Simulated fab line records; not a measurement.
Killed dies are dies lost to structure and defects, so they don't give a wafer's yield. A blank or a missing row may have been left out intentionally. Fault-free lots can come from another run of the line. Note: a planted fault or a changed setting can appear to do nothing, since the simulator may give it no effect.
Chamber matching ; flow sky130 ; 4 sister chambers for SKY_LI_CONTACT_CMP_02 on cmp-01
The step polishes PSG. 14 wafers are shown with their chamber, then 6 later ones without.

== WAFERS PAIRED WITH THEIR CHAMBERS ==
wafer;chamber;motor current A (A);time to endpoint s (s)
L219.1;1;11.9;37
L219.4;3;11.4;40
L219.6;1;12.0;37
L223.2;1;11.9;40
L223.3;0;12.1;36
L223.4;3;10.6;38
L228.2;1;12.1;35
L228.4;3;11.0;32
L228.5;0;12.4;32
L229.1;3;11.4;35
L229.2;2;10.8;34
L229.4;1;11.9;37
L230.3;0;11.4;29
L230.4;1;11.9;36

SIGNATURES (means of the wafers above)
reading;chamber 0;chamber 1;chamber 2;chamber 3;scatter within a chamber
motor current A;11.967;11.950;10.800;11.100;0.316
time to endpoint s;32.33;37.00;34.00;36.25;2.75
Rule: for a wafer and a chamber, the distance is found by dividing, reading by reading, the gap between the wafer's reading and the chamber's mean by the reading's scatter, squaring, summing and taking the root. The wafer belongs to the nearest chamber; if the next one is less than 2 further off, it can't be placed. The scatter is the square root of a quotient: the sum, over the shown wafers, of each reading's squared deviation from its chamber's mean, divided by wafers minus chambers.

== WAFERS WITH NO CHAMBER GIVEN ==
wafer;motor current A (A);time to endpoint s (s)
L230.5;12.0;36
L236.3;10.8;39
L236.4;10.5;35
L236.6;10.8;39
L237.2;10.8;39
L237.4;11.1;38

== THE CHAMBER EACH PASSED THROUGH ==
wafer;from the rows above;in truth
L230.5;can't be placed: 1 or 0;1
L236.3;can't be placed: 3 or 2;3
L236.4;can't be placed: 2 or 3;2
L236.6;can't be placed: 3 or 2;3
L237.2;can't be placed: 3 or 2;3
L237.4;can't be placed: 3 or 2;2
0 of 6 placed correctly. From these rows, 6 cannot be placed; in 6 the true chamber is one of the candidates. 0 placed wrongly.
